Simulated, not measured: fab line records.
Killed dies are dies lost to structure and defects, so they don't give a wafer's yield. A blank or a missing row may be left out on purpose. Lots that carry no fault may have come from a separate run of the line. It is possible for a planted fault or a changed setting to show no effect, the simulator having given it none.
Chamber matching :: flow gf180mcu :: GF_V3_CMP_26 on cmp-01: 4 sister chambers
The step polishes, stops on SiO2, t overpolish 15 s, target thk 0 nm. 18 wafers are shown with their chamber, then 9 later ones without.

## WAFERS, EACH WITH ITS CHAMBER
wafer: L609.3
chamber: 3
motorCurrentA (A): 12.0
timeToEndpointS (s): 82
overpolishRunS (s): 14.996

wafer: L609.4
chamber: 2
motorCurrentA (A): 12.3
timeToEndpointS (s): 80
overpolishRunS (s): 14.986

wafer: L609.5
chamber: 2
motorCurrentA (A): 12.9
timeToEndpointS (s): 84
overpolishRunS (s): 14.991

wafer: L610.1
chamber: 0
motorCurrentA (A): 9.8
timeToEndpointS (s): 80
overpolishRunS (s): 14.990

wafer: L610.4
chamber: 3
motorCurrentA (A): 12.6
timeToEndpointS (s): 77
overpolishRunS (s): 15.006

wafer: L610.5
chamber: 1
motorCurrentA (A): 10.8
timeToEndpointS (s): 82
overpolishRunS (s): 14.989

wafer: L611.2
chamber: 1
motorCurrentA (A): 10.5
timeToEndpointS (s): 81
overpolishRunS (s): 14.999

wafer: L611.5
chamber: 3
motorCurrentA (A): 12.5
timeToEndpointS (s): 79
overpolishRunS (s): 15.008

wafer: L611.6
chamber: 0
motorCurrentA (A): 10.2
timeToEndpointS (s): 82
overpolishRunS (s): 15.006

wafer: L612.1
chamber: 0
motorCurrentA (A): 10.1
timeToEndpointS (s): 83
overpolishRunS (s): 15.008

wafer: L612.5
chamber: 3
motorCurrentA (A): 12.2
timeToEndpointS (s): 78
overpolishRunS (s): 15.021

wafer: L612.6
chamber: 0
motorCurrentA (A): 9.8
timeToEndpointS (s): 81
overpolishRunS (s): 15.004

wafer: L615.2
chamber: 2
motorCurrentA (A): 12.1
timeToEndpointS (s): 85
overpolishRunS (s): 15.001

wafer: L615.4
chamber: 3
motorCurrentA (A): 12.2
timeToEndpointS (s): 84
overpolishRunS (s): 14.992

wafer: L615.5
chamber: 2
motorCurrentA (A): 12.2
timeToEndpointS (s): 81
overpolishRunS (s): 15.008

wafer: L616.1
chamber: 2
motorCurrentA (A): 12.2
timeToEndpointS (s): 77
overpolishRunS (s): 15.001

wafer: L616.2
chamber: 0
motorCurrentA (A): 9.7
timeToEndpointS (s): 78
overpolishRunS (s): 14.996

wafer: L616.4
chamber: 1
motorCurrentA (A): 10.6
timeToEndpointS (s): 81
overpolishRunS (s): 15.015

SIGNATURES (means of the wafers above)
reading: motorCurrentA
chamber 0: 9.920
chamber 1: 10.633
chamber 2: 12.340
chamber 3: 12.300
scatter within a chamber: 0.252

reading: timeToEndpointS
chamber 0: 80.80
chamber 1: 81.33
chamber 2: 81.40
chamber 3: 80.00
scatter within a chamber: 2.54

reading: overpolishRunS
chamber 0: 15.00080
chamber 1: 15.00100
chamber 2: 14.99740
chamber 3: 15.00460
scatter within a chamber: 0.00999
Rule: for each reading, subtract the chamber's mean from the wafer's reading, divide by that reading's scatter and square the result; add these up over the readings and take the root, which gives the wafer's distance from the chamber. If the next closest chamber is less than 2 further off than the closest, the wafer can't be placed; otherwise it belongs to the closest. The scatter is the square root of a quotient: the sum, over the shown wafers, of each reading's squared deviation from its chamber's mean, divided by wafers minus chambers.

## WAFERS WHOSE CHAMBER IS MISSING
wafer: L622.1
motorCurrentA (A): 12.8
timeToEndpointS (s): 78
overpolishRunS (s): 15.000

wafer: L622.3
motorCurrentA (A): 10.1
timeToEndpointS (s): 84
overpolishRunS (s): 14.991

wafer: L622.6
motorCurrentA (A): 10.2
timeToEndpointS (s): 80
overpolishRunS (s): 14.990

wafer: L628.1
motorCurrentA (A): 9.8
timeToEndpointS (s): 85
overpolishRunS (s): 14.992

wafer: L628.2
motorCurrentA (A): 10.2
timeToEndpointS (s): 87
overpolishRunS (s): 15.003

wafer: L628.6
motorCurrentA (A): 12.2
timeToEndpointS (s): 82
overpolishRunS (s): 15.003

wafer: L631.3
motorCurrentA (A): 10.6
timeToEndpointS (s): 87
overpolishRunS (s): 14.989

wafer: L631.4
motorCurrentA (A): 12.5
timeToEndpointS (s): 89
overpolishRunS (s): 15.008

wafer: L631.6
motorCurrentA (A): 12.5
timeToEndpointS (s): 85
overpolishRunS (s): 14.999

## EACH ONE'S CHAMBER
wafer: L622.1
from the rows above: can't be placed: 3 or 2
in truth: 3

wafer: L622.3
from the rows above: can't be placed: 0 or 1
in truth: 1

wafer: L622.6
from the rows above: can't be placed: 0 or 1
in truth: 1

wafer: L628.1
from the rows above: can't be placed: 0 or 1
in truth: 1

wafer: L628.2
from the rows above: can't be placed: 0 or 1
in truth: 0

wafer: L628.6
from the rows above: can't be placed: 2 or 3
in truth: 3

wafer: L631.3
from the rows above: can't be placed: 1 or 0
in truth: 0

wafer: L631.4
from the rows above: can't be placed: 2 or 3
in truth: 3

wafer: L631.6
from the rows above: can't be placed: 2 or 3
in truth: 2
Placed correctly: 0 of 9. These rows do not allow placing 9 (true chamber among the candidates in 9). Placed wrongly: 0.
